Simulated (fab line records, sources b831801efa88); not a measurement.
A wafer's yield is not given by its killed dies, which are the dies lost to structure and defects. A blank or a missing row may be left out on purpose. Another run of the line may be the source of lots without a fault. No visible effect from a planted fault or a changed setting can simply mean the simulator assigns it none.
fab line records	flow sky130
record: lots: 11	wafers: 33	last-day: 50
route steps=708 shown FIELD_ISO@5 PWDE@54 PAD_OPEN@708
lots that met no fault: taken from a fault-free run of the same line
start-h: hours from the record's opening day to when the first of the lot's shown wafers began	wait-h: hours from the lot's prior step to this one	" identical to the entry in the row above	L1.1+2: one row covering several wafers at once	- no value, or no start given	* or withheld: withheld	< > ~ a bound
route shown NAME@n: names a module that has steps shown in the file, with the first one's number in the route	usual: the fault-free wafers' mean and standard deviation	same: alike in all rows	chamber/n: place in a boat	sites: each site's reading	_std_site: standard deviation of those values	_edge_site: outer sites' mean less inner sites'	radius-mm: for every site, how far away it sits from the centre of the wafer	mask NAME#n: copy n	behind: the last tool/chamber to shape the wafer	hold: reason for holding the lot/hours on hold/outcome of the hold	device: the n, p or np transistor that did not switch	end of line: tests run on the same wafers once the route is complete	a step with no rows: only its recipe	killed: at the first sort, the dies lost to defects and structure; wafer yield is something else	map: a wafer's dies, x killed, . not, _ none there
set.NAME: the setting that was run; set.NAME@STEP: the one run at that earlier step	model.NAME: the simulator's own value behind a step, which no gauge read
a sample of lots followed through the steps of the route, with each step as a table and each wafer as a row
services: from which hour (start-h, from the record's first day; less than 0 if before it) a tool's chamber was out of use, for how many hours, and why
== steps ==
step: SKY_FIELD_ISO_THK_MEAS_04
recipe: reads: Si3N4_of_FIELD_ISO_CVD_03
usual: FIELD_ISO_CVD_03_THK: 166.5/1.4
lot.wafer	tool	chamber	start-h	wait-h	FIELD_ISO_CVD_03_THK[nm]
L730.1	film-metro-03	-	17.43	0.0	165.3
L730.2	"	-	"	"	164.9
L730.5	"	-	"	"	164.3
L732.1	film-metro-04	-	25.60	0.0	165.1
L732.5	"	-	"	"	166.4
L732.6	"	-	"	"	167.0
L735.1	film-metro-04	-	43.41	0.0	166.7
L735.2	"	-	"	"	165.7
L735.6	"	-	"	"	165.3
L736.1	film-metro-03	-	50.49	0.0	168.6
L736.3	"	-	"	"	168.8
L736.5	"	-	"	"	168.8
L737.1	film-metro-04	-	60.74	0.0	167.0
L737.2	"	-	"	"	167.1
L737.4	"	-	"	"	166.7
L742.1	film-metro-03	-	78.27	0.0	166.2
L742.3	"	-	"	"	166.4
L742.5	"	-	"	"	167.7
L744.1	film-metro-01	-	85.92	0.0	164.6
L744.2	"	-	"	"	164.3
L744.5	"	-	"	"	164.3
L745.1	film-metro-01	-	92.21	0.0	164.9
L745.5	"	-	"	"	163.3
L745.6	"	-	"	"	164.2
L746.1	film-metro-04	-	96.70	0.0	167.4
L746.2	"	-	"	"	167.8
L746.4	"	-	"	"	168.2
L750.1	film-metro-03	-	114.75	0.0	164.1
L750.2	"	-	"	"	165.7
L750.3	"	-	"	"	165.2
L753.3	film-metro-04	-	128.50	0.0	165.1
L753.4	"	-	"	"	165.7
L753.6	"	-	"	"	166.8
step: SKY_FIELD_ISO_EXPOSE_10
recipe: mask-id: FOM	na: 0.68	source-shape: annular	sigma-inner: 0.4	sigma-outer: 0.8	target-cd-nm: 150	dose-mj: 28
usual: exposure-dose-mJ-cm2: 27.984/0.028
same: sigma-inner: 0.4
lot.wafer	tool	chamber	start-h	wait-h	mask	exposure-dose-mJ-cm2
L730.1	krf-scanner-02	0	25.05	-	FOM#0	28.055
L730.2	"	0	"	"	FOM#0	28.033
L730.5	"	0	"	"	FOM#0	28.019
L732.1	krf-scanner-01	0	33.57	-	FOM#0	27.983
L732.5	"	0	"	"	FOM#0	28.006
L732.6	"	0	"	"	FOM#0	27.991
L735.1	krf-scanner-02	0	51.33	-	FOM#0	27.980
L735.2	"	0	"	"	FOM#0	27.983
L735.6	"	0	"	"	FOM#0	27.948
L736.1	krf-scanner-02	0	58.38	-	FOM#0	27.933
L736.3	"	0	"	"	FOM#0	27.963
L736.5	"	0	"	"	FOM#0	27.933
L737.1	krf-scanner-02	0	69.24	-	FOM#0	28.009
L737.2	"	0	"	"	FOM#0	27.993
L737.4	"	0	"	"	FOM#0	28.005
L742.1	krf-scanner-02	0	86.28	-	FOM#0	28.008
L742.3	"	0	"	"	FOM#0	28.010
L742.5	"	0	"	"	FOM#0	27.952
L744.1	krf-scanner-02	0	94.71	-	FOM#0	27.989
L744.2	"	0	"	"	FOM#0	27.970
L744.5	"	0	"	"	FOM#0	28.005
L745.1	krf-scanner-02	0	100.38	-	FOM_R1#0	27.974
L745.5	"	0	"	"	FOM_R1#0	27.971
L745.6	"	0	"	"	FOM_R1#0	27.967
L746.1	krf-scanner-01	0	105.57	-	FOM#0	28.004
L746.2	"	0	"	"	FOM#0	27.999
L746.4	"	0	"	"	FOM#0	27.959
L750.1	krf-scanner-01	0	124.27	-	FOM#0	28.015
L750.2	"	0	"	"	FOM#0	27.995
L750.3	"	0	"	"	FOM#0	27.999
L753.3	krf-scanner-01	0	138.16	-	FOM#0	27.972
L753.4	"	0	"	"	FOM#0	27.939
L753.6	"	0	"	"	FOM#0	27.968
step: SKY_FIELD_ISO_CD_MEAS_13
recipe: target-cd-nm: 150
usual: cd-nm: 149.7/1.4
lot.wafer	tool	chamber	start-h	wait-h	cd-nm
L730.1	cd-sem-02	-	32.34	-	150.4
L730.2	"	-	"	"	150.8
L730.5	"	-	"	"	148.4
L732.1	cd-sem-02	-	40.99	-	150.2
L732.5	"	-	"	"	149.9
L732.6	"	-	"	"	149.5
L735.1	cd-sem-02	-	58.73	-	149.1
L735.2	"	-	"	"	150.1
L735.6	"	-	"	"	148.9
L736.1	cd-sem-02	-	65.74	-	146.7
L736.3	"	-	"	"	146.6
L736.5	"	-	"	"	147.1
L737.1	cd-sem-02	-	77.04	-	149.8
L737.2	"	-	"	"	149.1
L737.4	"	-	"	"	149.5
L742.1	cd-sem-02	-	94.49	-	149.6
L742.3	"	-	"	"	149.9
L742.5	"	-	"	"	148.8
L744.1	cd-sem-02	-	102.88	-	149.0
L744.2	"	-	"	"	148.4
L744.5	"	-	"	"	149.8
L745.1	cd-sem-01	-	108.94	-	130.3
L745.5	"	-	"	"	129.9
L745.6	"	-	"	"	131.0
L746.1	cd-sem-02	-	114.54	-	147.8
L746.2	"	-	"	"	148.5
L746.4	"	-	"	"	149.0
L750.1	cd-sem-02	-	133.04	-	148.9
L750.2	"	-	"	"	149.4
L750.3	"	-	"	"	151.0
L753.3	cd-sem-02	-	147.87	-	148.7
L753.4	"	-	"	"	148.2
L753.6	"	-	"	"	149.0
step: SKY_FIELD_ISO_ETCH_17
recipe: target-depth-a: 3420	mask-material: Si3N4	chemistry: HBr/Cl2/O2	target: Si	taper-deg: 5	icp-w: 600	bias-w: 150	pressure-mtorr: 15	HBr_flow_sccm: 150	Cl2_flow_sccm: 40	O2_flow_sccm: 6	time-s: 97.7
usual: chamber-pressure-mTorr: 15.001/0.014	drypump-motor-current-A: 5.8/0.46	oes-product-au: 1.006/0.0078	throttle-valve-pct: 25.653/0.0096
lot.wafer	tool	chamber	start-h	wait-h	chamber-pressure-mTorr	drypump-motor-current-A	oes-product-au	rf-hours-counter-h	throttle-valve-pct
L730.1	rie-si-02	3	32.66	0.1	14.997	5.9	0.999	97	25.662
L730.2	"	0	"	"	14.993	6.0	0.999	30	25.662
L730.5	"	2	"	"	14.973	5.0	0.995	-	25.654
L732.1	rie-si-02	0	41.31	0.1	14.996	5.9	1.003	30	25.665
L732.5	"	3	"	"	15.027	6.0	1.008	-	25.655
L732.6	"	2	"	"	14.990	5.0	0.997	-	25.638
L735.1	rie-si-02	3	59.05	0.1	14.987	5.9	1.007	97	25.648
L735.2	"	0	"	"	14.999	5.9	1.009	30	25.657
L735.6	"	0	"	"	15.005	5.9	1.001	-	25.635
L736.1	rie-si-02	2	66.06	0.1	15.033	5.0	0.995	151	25.662
L736.3	"	0	"	"	15.003	6.0	0.999	30	25.642
L736.5	"	3	"	"	15.019	6.0	1.007	-	25.656
L737.1	rie-si-01	1	77.36	0.1	14.995	6.1	1.007	132	25.663
L737.2	"	3	"	"	15.015	5.7	1.012	90	25.646
L737.4	"	0	"	"	15.015	5.2	1.006	109	25.653
L742.1	rie-si-01	2	94.81	0.1	15.009	6.2	1.009	67	25.657
L742.3	"	0	"	"	15.016	5.1	1.005	110	25.646
L742.5	"	2	"	"	15.008	6.1	1.019	-	25.648
L744.1	rie-si-01	3	103.20	0.1	14.995	5.7	0.987	90	25.654
L744.2	"	0	"	"	14.991	5.1	1.000	110	25.661
L744.5	"	0	"	"	15.002	5.1	1.008	-	25.641
L745.1	rie-si-01	3	109.26	0.1	14.990	5.6	1.002	90	25.655
L745.5	"	1	"	"	15.003	6.1	1.002	-	25.642
L745.6	"	2	"	"	14.966	6.1	1.011	-	25.653
L746.1	rie-si-02	2	114.86	0.1	14.993	5.0	0.997	0	25.650
L746.2	"	3	"	"	14.999	5.9	0.995	98	25.646
L746.4	"	0	"	"	15.017	5.9	1.007	30	25.659
L750.1	rie-si-02	0	133.36	0.1	14.994	5.9	0.998	31	25.652
L750.2	"	2	"	"	14.980	5.0	1.000	0	25.660
L750.3	"	3	"	"	15.008	6.0	1.000	98	25.671
L753.3	rie-si-01	3	148.14	0.0	14.974	5.7	1.013	91	25.645
L753.4	"	2	"	"	15.003	6.1	1.022	68	25.650
L753.6	"	3	"	"	14.993	5.6	0.997	-	25.655
step: SKY_PWDE_STRIP_09
recipe: chemistry: O2/N2	power-w: 1400	pressure-mtorr: 1500	platen-temp-c: withheld	o2-flow-sccm: 3000	n2-flow-sccm: 300	overash-fraction: 0.5
usual: chamber-pressure-mTorr: 1500.0/1.5	drypump-motor-current-A: 5.7/0.4	oes-product-au: 0.722/0.0042	strip-time-to-endpoint-s: 36.97/0.14
lot.wafer	tool	chamber	start-h	wait-h	chamber-pressure-mTorr	drypump-motor-current-A	oes-product-au	rf-hours-counter-h	strip-time-to-endpoint-s
L730.1	plasma-asher-01	1	70.60	0.1	1501.0	6.0	0.720	38	36.88
L730.2	"	0	"	"	1499.7	5.3	0.726	38	36.92
L730.5	"	1	"	"	1500.1	5.9	0.719	-	36.91
L732.1	plasma-asher-02	0	81.01	0.1	1500.7	5.8	0.724	38	36.87
L732.5	"	0	"	"	1499.4	5.8	0.723	-	36.96
L732.6	"	1	"	"	1500.5	5.9	0.725	-	36.74
L735.1	plasma-asher-01	1	98.45	0.1	1500.4	5.9	0.717	41	36.86
L735.2	"	0	"	"	1498.8	5.3	0.727	41	36.98
L735.6	"	1	"	"	1500.7	5.9	0.719	-	36.92
L736.1	plasma-asher-02	1	105.86	0.1	1502.0	5.9	0.723	41	36.98
L736.3	"	0	"	"	1497.1	5.8	0.725	-	36.92
L736.5	"	1	"	"	1498.9	5.9	0.720	-	36.86
L737.1	plasma-asher-04	1	124.20	0.1	1499.6	5.0	0.722	1	36.85
L737.2	"	0	"	"	1499.0	6.2	0.726	1	36.90
L737.4	"	0	"	"	1501.9	6.2	0.723	-	36.89
L742.1	plasma-asher-04	1	140.31	0.1	1499.5	5.0	0.720	2	36.77
L742.3	"	0	"	"	1498.9	6.3	0.718	-	36.83
L742.5	"	0	"	"	1499.7	6.2	0.723	-	36.91
L744.1	plasma-asher-02	0	149.50	0.1	1497.5	5.8	0.720	45	37.12
L744.2	"	1	"	"	1498.2	5.9	0.726	45	37.21
L744.5	"	0	"	"	1496.1	5.8	0.717	-	37.10
L745.1	plasma-asher-04	1	154.70	0.1	1499.0	5.0	0.724	3	36.72
L745.5	"	0	"	"	1496.5	6.2	0.717	-	36.77
L745.6	"	1	"	"	1503.1	5.0	0.720	-	36.64
L746.1	plasma-asher-01	1	160.43	0.1	1499.5	6.0	0.720	47	37.03
L746.2	"	0	"	"	1497.4	5.3	0.725	47	37.11
L746.4	"	1	"	"	1501.0	5.9	0.721	-	37.10
L750.1	plasma-asher-04	0	179.05	0.1	1498.3	6.2	0.720	6	36.98
L750.2	"	1	"	"	1497.6	5.0	0.718	6	37.10
L750.3	"	0	"	"	1501.7	6.2	0.726	-	37.08
L753.3	plasma-asher-01	0	196.78	0.1	1499.2	5.3	0.724	-	36.75
L753.4	"	1	"	"	1501.6	6.0	0.728	-	36.88
L753.6	"	1	"	"	1499.8	6.0	0.717	-	36.86
step: SKY_PAD_OPEN_PROBE_99
usual: killed_at_M0_to_M3: 44/6	killed_at_M4_up: 3.3/2.1	killed-at-contacts: 25/5.5	killed-at-front-end: 15/4.3	killed-at-other: 0.2/0.41	killed-dies: 88/9.1	killed-on-rim: 17/4	killed-open: 48/6.6	killed-short: 39/6.7
same: gross-dies: 492	killed-at-back-side: 0
lot.wafer	tool	chamber	start-h	wait-h	killed_at_M0_to_M3	killed_at_M4_up	killed-at-contacts	killed-at-front-end	killed-at-other	killed-dies	killed-on-rim	killed-open	killed-short
L730.1	prober-02	-	1069.91	0.1	37	4	27	11	0	79	12	51	28
L730.2	prober-02	-	1069.96	0.1	36	7	27	8	1	79	14	39	39
L730.5	prober-02	-	1070.11	0.2	38	2	18	15	0	73	11	44	29
L735.1	prober-02	-	1130.10	0.1	46	2	14	25	0	87	19	55	32
L735.2	prober-02	-	1130.15	0.1	49	8	25	24	0	106	14	57	49
L735.6	prober-02	-	1130.35	0.2	44	4	21	19	0	88	19	43	44
L744.1	prober-02	-	1157.07	0.1	46	4	19	7	0	76	20	46	29
L744.2	prober-02	-	1157.12	0.1	36	2	19	17	0	74	16	42	31
L744.5	prober-02	-	1157.27	0.2	46	1	33	15	0	95	18	62	31
L745.1	prober-01	-	1161.70	0.1	43	6	32	31	0	112	24	45	47
L745.5	prober-01	-	1161.90	0.2	47	3	19	32	0	101	19	45	44
L745.6	prober-01	-	1161.95	0.2	49	0	33	34	1	117	25	57	42
L750.1	prober-02	-	1187.81	0.1	44	2	27	14	0	87	19	46	41
L750.2	prober-02	-	1187.86	0.1	33	2	16	14	1	66	20	35	31
L750.3	prober-02	-	1187.91	0.2	40	5	18	24	0	87	15	45	42
killed by level:class
L730.1 VIA1:geometric-particle:open=14 CONTACT:geometric-particle:open=11 VIA3:geometric-particle:open=7 LI_CONTACT:geometric-particle:open=5 CONTACT:geometric-particle:short=4 METAL3:geometric-particle:short=4 FIELD_ISO:geometric-particle:open=3 POLY_GATE:geometric-particle:open=3
L730.2 CONTACT:geometric-particle:open=10 VIA3:geometric-particle:open=8 VIA1:geometric-particle:open=6 CONTACT:geometric-particle:short=6 LI_CONTACT:geometric-particle:open=5 VIA1:geometric-particle:short=5 METAL4:geometric-particle:short=5 METAL1:geometric-particle:short=4
L730.5 VIA3:geometric-particle:open=10 METAL2:geometric-particle:short=6 LI_CONTACT:geometric-particle:open=5 VIA1:geometric-particle:open=5 VIA2:geometric-particle:open=5 CONTACT:geometric-particle:open=4 FIELD_ISO:geometric-particle:open=3 LI_CONTACT:geometric-particle:short=3
L735.1 VIA1:geometric-particle:open=18 FIELD_ISO:geometric-particle:open=10 POLY_GATE:geometric-particle:open=8 CONTACT:geometric-particle:open=6 METAL2:geometric-particle:short=6 FIELD_ISO:geometric-particle:short=5 VIA2:geometric-particle:short=4 VIA2:geometric-particle:open=4
L735.2 LI_CONTACT:geometric-particle:open=11 CONTACT:geometric-particle:open=10 VIA1:geometric-particle:short=9 METAL2:geometric-particle:short=8 FIELD_ISO:geometric-particle:short=7 POLY_GATE:geometric-particle:open=7 VIA1:geometric-particle:open=7 FIELD_ISO:geometric-particle:open=6
L735.6 VIA1:geometric-particle:open=8 VIA2:geometric-particle:open=8 CONTACT:geometric-particle:short=6 POLY_GATE:geometric-particle:short=6 VIA3:geometric-particle:open=6 METAL2:geometric-particle:short=6 FIELD_ISO:geometric-particle:short=5 CONTACT:geometric-particle:open=5
L744.1 VIA3:geometric-particle:open=10 VIA1:geometric-particle:open=10 CONTACT:geometric-particle:open=8 METAL1:geometric-particle:short=7 LI_CONTACT:geometric-particle:open=4 CONTACT:geometric-particle:short=4 VIA2:geometric-particle:open=4 POLY_GATE:geometric-particle:open=3
L744.2 VIA2:geometric-particle:open=8 CONTACT:geometric-particle:open=7 LI_CONTACT:geometric-particle:open=7 METAL2:geometric-particle:short=7 FIELD_ISO:geometric-particle:open=5 VIA1:geometric-particle:open=5 FIELD_ISO:geometric-particle:short=3 POLY_GATE:geometric-particle:open=3
L744.5 CONTACT:geometric-particle:open=20 VIA1:geometric-particle:open=14 LI_CONTACT:geometric-particle:open=6 VIA3:geometric-particle:open=6 VIA2:geometric-particle:short=5 VIA1:geometric-particle:short=5 POLY_GATE:geometric-particle:open=4 FIELD_ISO:geometric-particle:short=3
L745.1 FIELD_ISO:area-expose=20 VIA1:geometric-particle:open=12 CONTACT:geometric-particle:open=8 LOCAL_INTERCONNECT:geometric-particle:short=7 METAL2:geometric-particle:short=7 LI_CONTACT:geometric-particle:open=7 CONTACT:geometric-particle:short=6 VIA1:geometric-particle:short=6
L745.5 FIELD_ISO:area-expose=12 POLY_GATE:geometric-particle:open=7 VIA1:geometric-particle:open=7 VIA1:geometric-particle:short=7 LI_CONTACT:geometric-particle:short=6 METAL1:geometric-particle:short=6 VIA3:geometric-particle:open=6 FIELD_ISO:geometric-particle:short=5
L745.6 FIELD_ISO:area-expose=18 CONTACT:geometric-particle:open=17 VIA1:geometric-particle:open=12 VIA1:geometric-particle:short=8 METAL2:geometric-particle:short=8 LI_CONTACT:geometric-particle:open=7 VIA2:geometric-particle:open=6 POLY_GATE:geometric-particle:open=5
L750.1 VIA1:geometric-particle:open=9 LI_CONTACT:geometric-particle:open=8 CONTACT:geometric-particle:open=7 LI_CONTACT:geometric-particle:short=7 VIA2:geometric-particle:open=6 METAL1:geometric-particle:short=6 POLY_GATE:geometric-particle:open=4 METAL1:geometric-particle:open=4
L750.2 VIA2:geometric-particle:open=8 FIELD_ISO:geometric-particle:short=5 LI_CONTACT:geometric-particle:open=5 CONTACT:geometric-particle:open=5 VIA1:geometric-particle:open=5 METAL2:geometric-particle:short=5 VIA1:geometric-particle:short=4 POLY_CUT:geometric-particle:open=3
L750.3 VIA2:geometric-particle:open=9 LI_CONTACT:geometric-particle:open=8 FIELD_ISO:geometric-particle:open=7 FIELD_ISO:geometric-particle:short=6 METAL2:geometric-particle:short=6 VIA1:geometric-particle:short=5 METAL4:geometric-particle:short=5 POLY_GATE:geometric-particle:open=4
== services ==
tool	chamber	start-h	hours	kind
krf-scanner-01	-	4.04	0.7	repair
krf-scanner-01	-	4.75	0.8	pm
rie-si-02	-	8.97	2.8	pm
krf-scanner-02	-	23.26	1.0	pm
krf-scanner-02	-	34.47	0.8	pm
krf-scanner-01	-	51.16	36.0	pm
plasma-asher-04	-	60.88	1.8	repair
plasma-asher-04	-	75.37	2.8	pm
krf-scanner-02	-	87.16	7.2	pm
plasma-asher-01	-	88.70	4.3	pm
krf-scanner-01	-	91.24	3.5	repair
krf-scanner-01	-	94.72	1.0	pm
rie-si-01	3	94.77	4.6	repair
rie-si-01	1	100.43	8.0	repair
krf-scanner-02	-	100.49	1.3	pm
plasma-asher-04	-	108.75	9.0	pm
krf-scanner-02	-	113.08	1.2	repair
rie-si-02	-	134.55	0.2	repair
plasma-asher-04	-	146.98	0.7	repair
krf-scanner-01	-	160.65	1.3	pm
krf-scanner-02	-	161.95	4.0	pm
krf-scanner-02	-	168.12	0.8	repair
rie-si-02	3	168.79	6.3	repair
krf-scanner-02	-	192.26	1.0	pm
== key ==
first-sign: step: SKY_FIELD_ISO_EXPOSE_10	reading: mask	direction: changed
effect: step: SKY_FIELD_ISO_CD_MEAS_13	reading: cd-nm	direction: down	sigmas: 14	usual: 149.7	struck: 130.4
effect: step: SKY_PAD_OPEN_PROBE_99	reading: killed-at-front-end	direction: up	sigmas: 3.9	usual: 15	struck: 32
more-kills-born-at: SKY_FIELD_ISO_EXPOSE_10@krf-scanner-02: 50
met-at SKY_FIELD_ISO_EXPOSE_10
struck-lots L745
tester-left-out L745
not-acting-at SKY_FIELD_ISO_THK_MEAS_04,SKY_FIELD_ISO_ETCH_17,SKY_PWDE_STRIP_09
onset-between 94.71 100.38
fault: kind: wrong-mask	tool: any	chamber: -	onset-h: 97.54	steps: SKY_FIELD_ISO_EXPOSE_10	aux-copy: FOM_R1#0	cd-offset-nm: -18	scope: struck-lots-only
tester-left-out: of these lots the tester's yield and bins aren't shown, on N5 and GAA mostly nor the transistor test; their killed dies are dies lost to structure and defects alone, not to doping, threshold or leakage, so they don't give the yield
